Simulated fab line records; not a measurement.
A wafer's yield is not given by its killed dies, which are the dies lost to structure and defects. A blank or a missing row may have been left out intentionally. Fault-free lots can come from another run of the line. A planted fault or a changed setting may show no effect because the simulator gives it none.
Code-filled problem report in 8D (eight disciplines) form | flow gf180mcu | the parts of the form that need people (team, actions taken, sign-off) are left out

1. THE ISSUE
CONTACT_W_RS at GF_CONTACT_RS_MEAS_25 reads a mean of 1.485 ohm/sq on 1 wafer of 1 lot; wafers without a fault read 0.384 ohm/sq with a standard deviation of 0.0036. That is +99 or more standard deviations from the usual mean.
The step: measures by four-point-probe.
The first sign was on wafer L575.1 at day 20 11:56, on filmMetro-03. Wafers with a number at this step in the record: 33, from 11 lots. The rule behind "out" and "out of limits": a value lying over 4 standard deviations away from the usual mean. The rest of the wafers with a number are treated as sound.

2. WHAT IT IS, WHAT IT ISN'T
question                    | is                | is not
which readings at this step | CONTACT_W_RS      | -
which lots                  | L575              | L565, L566, L567, L568, L579, L581, L582, L583, L584, L587
which wafers of those lots  | L575.1            | L575.4, L575.6
read on which gauges        | filmMetro-03      | filmMetro-02, filmMetro-04
when                        | from day 20 11:56 | up to then (14 sound wafers); but 18 sound wafers of L579, L581, L582, L583, L584, L587 came after

3. THE SUSPECTS, EACH WITH WHAT RULES IT OUT
Counting: any tool at a process step up to the reading remains a suspect provided it ran every lot that is out. Sound lots after the first of them don't rule it out here, since some wafers of a struck lot are sound.
- ruled out: the gauge at GF_CONTACT_RS_MEAS_25. All the wafers that are out were read on filmMetro-03, but those of them that GF_CONTACT_CMP_27 has rows for are out there too, on other tools.
- plasmaAsher-01 at GF_CONTACT_STRIP_18 (strips in O2/N2): kept. It ran the lot that is out, L575 (day 20 11:25).
- cvdW-01 at GF_CONTACT_CVD_24 (deposits W, target thk 300 nm, time 90.339 s): kept. It processed L575, the lot that is out, at day 20 11:50, and its most recent sound lot before then was L567 at day 17 03:58.
- At GF_CONTACT_STRIP_18 on plasmaAsher-01, chamber 0 took the sound wafers of the same lots and chamber 1 took the wafers that are out.
- At GF_CONTACT_CVD_24 on cvdW-01, chamber 1 took the sound wafers of the same lots and chamber 0 took the wafers that are out.
Left after counting: plasmaAsher-01 at GF_CONTACT_STRIP_18, cvdW-01 at GF_CONTACT_CVD_24.

4. THE CAUSE (what the simulator had put in)
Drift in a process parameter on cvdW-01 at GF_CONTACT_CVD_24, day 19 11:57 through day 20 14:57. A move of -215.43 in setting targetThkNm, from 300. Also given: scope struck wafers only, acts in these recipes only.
2 suspects survive the count, and this tool is in that group.

5. THE CHAIN OF EFFECTS, in route order
Rows list readings where the struck wafers' mean (over those with a number) sits beyond 3 standard deviations from the usual. Only readings whose record carries a usual standard deviation are examined. hours: median over the lots of the time between each lot's start at the first step of this table that gives one and its start at this step. sigmas: the change, counted in usual standard deviations.
hours | step                   | reading         | usual        | on struck wafers | change | sigmas
0     | GF_CONTACT_RS_MEAS_25  | CONTACT_W_RS    | 0.384 ohm/sq | 1.485            | +1.101 | +99 or more
0     | GF_CONTACT_THK_MEAS_26 | CONTACT_W_THK   | 300 nm       | 80               | -220   | -55
0     | GF_CONTACT_CMP_27      | timeToEndpointS | 71 s         | 16               | -55    | -14
It contains these process steps:
- GF_CONTACT_CMP_27: polishes, stops on SiO2, t overpolish 15 s, target thk 0 nm.

6. HOW IT WOULD HAVE BEEN CAUGHT EARLIER
In this record the first reading out of limits at a measuring or inspecting step was taken at day 20 11:56, 24 hours after the fault began at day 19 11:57.
Tool readings at GF_CONTACT_CVD_24 with a usual standard deviation given in the record: none out on any struck wafer, hence no alarm at a limit of 4 standard deviations on them.
The start of GF_CONTACT_CVD_24 on cvdW-01 came by day 20 11:56 for every one of the lots that are out (1). Had the tool been put on hold then, not one of them would have been saved.
